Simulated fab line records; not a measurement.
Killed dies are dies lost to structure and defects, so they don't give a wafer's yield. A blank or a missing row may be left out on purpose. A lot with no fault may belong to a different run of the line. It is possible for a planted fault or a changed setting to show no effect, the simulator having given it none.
8D (eight disciplines) problem report, filled in by code :: flow sky130 :: the parts of the form that need people (team, actions taken, sign-off) are left out

## 1. THE ISSUE
At SKY_METAL4_COAT_07, spin-speed-rpm averages 2751.6 rpm over 6 wafers from 2 lots, while fault-free wafers read 3000.2 rpm, standard deviation 1.6. That is -99 or more standard deviations from the usual mean.
The step: resist thk 60 nm.
First seen on wafer L944.1, day 46 04:13, on litho-track-03. At this step, 18 wafers from 6 lots have a number in the record. By rule, "out" or "out of limits" means more than 4 standard deviations away from the usual mean. The rest of the wafers with a number are treated as sound.

## 2. WHAT IT IS; WHAT IT IS NOT
question: which readings at this step
is: spin-speed-rpm
is not: -

question: which lots
is: L944, L950
is not: L931, L939, L942, L947

question: which wafers of those lots
is: all that have a number
is not: -

question: read on which tools
is: litho-track-03
is not: litho-track-02, litho-track-04

question: when
is: from day 46 04:13
is not: up to then (9 sound wafers); but 3 sound wafers of L947 came after

## 3. THE SUSPECTS, EACH WITH WHAT RULES IT OUT
Counting: a tool at a process step up to the reading stays a suspect if it ran every lot that is out and no sound lot after the first of them.
- plasma-asher-02 at SKY_CAP2M_STRIP_14 (strips in O2/N2): kept. All lots that are out passed through it, beginning with L944 at day 45 17:02, and no sound lot followed; its final sound lot before that point was L931 at day 42 06:13.
- litho-track-03 at SKY_METAL4_COAT_07 (resist thk 60 nm): kept. All lots that are out passed through it, beginning with L944 at day 46 04:13, and no sound lot followed; its final sound lot before that point was L939 at day 44 19:19. Its own spin-speed-rpm readings are out on those wafers.
Left after counting: plasma-asher-02 at SKY_CAP2M_STRIP_14, litho-track-03 at SKY_METAL4_COAT_07.

## 4. THE CAUSE (what the simulator had put in)
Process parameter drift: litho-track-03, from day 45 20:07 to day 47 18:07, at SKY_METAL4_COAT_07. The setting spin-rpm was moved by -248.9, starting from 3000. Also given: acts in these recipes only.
Counting leaves 2 suspects; this tool is one of them.

## 5. SEQUENCE OF EFFECTS, ordered by route
Each row: a reading whose mean over the struck wafers that have a number lies more than 3 standard deviations from the usual. Only readings whose record carries a usual standard deviation are examined. hours: median over the lots of the time between each lot's start at the first step of this table that gives one and its start at this step. sigmas: the change, counted in usual standard deviations.
hours: 0
step: SKY_METAL4_COAT_07
reading: spin-speed-rpm
usual: 3000.2 rpm
on struck wafers: 2751.6
change: -248.6
sigmas: -99 or more
Its process steps:
- SKY_METAL4_COAT_07: resist thk 60 nm.
Later steps that measure or inspect, where all struck wafers having a row at the step show a number for every such reading and not one has moved that far: SKY_METAL4_CD_MEAS_13, SKY_METAL4_OVL_MEAS_14.

## 6. HOW IT WOULD HAVE BEEN CAUGHT EARLIER
First out-of-limits reading in this record: day 46 04:13, which is 8 hours after fault onset at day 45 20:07.
